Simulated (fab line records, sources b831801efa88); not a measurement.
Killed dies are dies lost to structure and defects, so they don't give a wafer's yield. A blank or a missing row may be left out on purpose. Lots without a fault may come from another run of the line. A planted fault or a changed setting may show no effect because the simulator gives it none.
Problem report in the 8D (eight disciplines) form, filled by code | flow gf180mcu | the parts of the form that need people (team, actions taken, sign-off) are left out

1. THE PROBLEM
rf_fwd_power_W at GF_V5_ETCH_17 reads a mean of 1738 W on 6 wafers of 2 lots; wafers without a fault read 1494 W with a standard deviation of 4.4. That is +56 standard deviations from the usual mean.
The step: etches SiO2 in C4F8/O2/Ar, stops on TiN, target depth 855 nm.
First seen on wafer L857.1, day 28 06:00, on rie_diel-03. The record holds 36 wafers of 12 lots with a number at this step. Rule for "out", or "out of limits": more than 4 standard deviations from the usual mean. The other wafers with a number count as sound.

2. WHAT IT IS AND WHAT IT IS NOT
question                    | is                     | is not
which readings at this step | rf_fwd_power_W         | oes_product_au
which lots                  | L857, L858             | L854, L855, L856, L861, L868, L869, L872, L873, L874, L876
which wafers of those lots  | all that have a number | -
read on which tools         | rie_diel-03            | rie_diel-02, rie_diel-04
when                        | from day 28 06:00      | up to then (9 sound wafers); but 21 sound wafers of L861, L868, L869, L872, L873, L874, L876 came after

3. SUSPECTS, AND WHAT RULES EACH OUT
Counting: a tool at a process step up to the reading stays a suspect if it ran every lot that is out and no sound lot after the first of them.
- rie_diel-03 at GF_V5_ETCH_16 (etches BARC in N2/H2): ruled out as a lasting fault. Sound lots L869 ran on it after its first lot that is out, L857 (day 28 06:34).
- rie_diel-03 at GF_V5_ETCH_17 (etches SiO2 in C4F8/O2/Ar, stops on TiN, target depth 855 nm): ruled out as a lasting fault. Sound lots L869 ran on it after its first lot that is out, L857 (day 28 06:00).
Left after counting: nothing in the record.

4. THE CAUSE (what the simulator had put in)
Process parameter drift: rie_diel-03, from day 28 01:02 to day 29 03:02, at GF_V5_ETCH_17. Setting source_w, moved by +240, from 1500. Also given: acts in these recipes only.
Counting ruled it out, wrongly.

5. THE CHAIN OF EFFECTS, in route order
Each row: a reading whose mean over the struck wafers that have a number lies more than 3 standard deviations from the usual. Only readings for which the record gives a usual standard deviation are gone through. hours: the time from each lot's start at the first step in this table that gives one to its start at this step, as a median over the lots. sigmas: the change in usual standard deviations.
hours | step          | reading        | usual  | on struck wafers | change | sigmas
0     | GF_V5_ETCH_17 | rf_fwd_power_W | 1494 W | 1738             | +244   | +56
The process steps in it:
- GF_V5_ETCH_17: etches SiO2 in C4F8/O2/Ar, stops on TiN, target depth 855 nm.

6. WHAT WOULD HAVE CAUGHT IT SOONER
In this record the first reading out of limits was taken at day 28 06:00, 5 hours after the fault began at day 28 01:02.
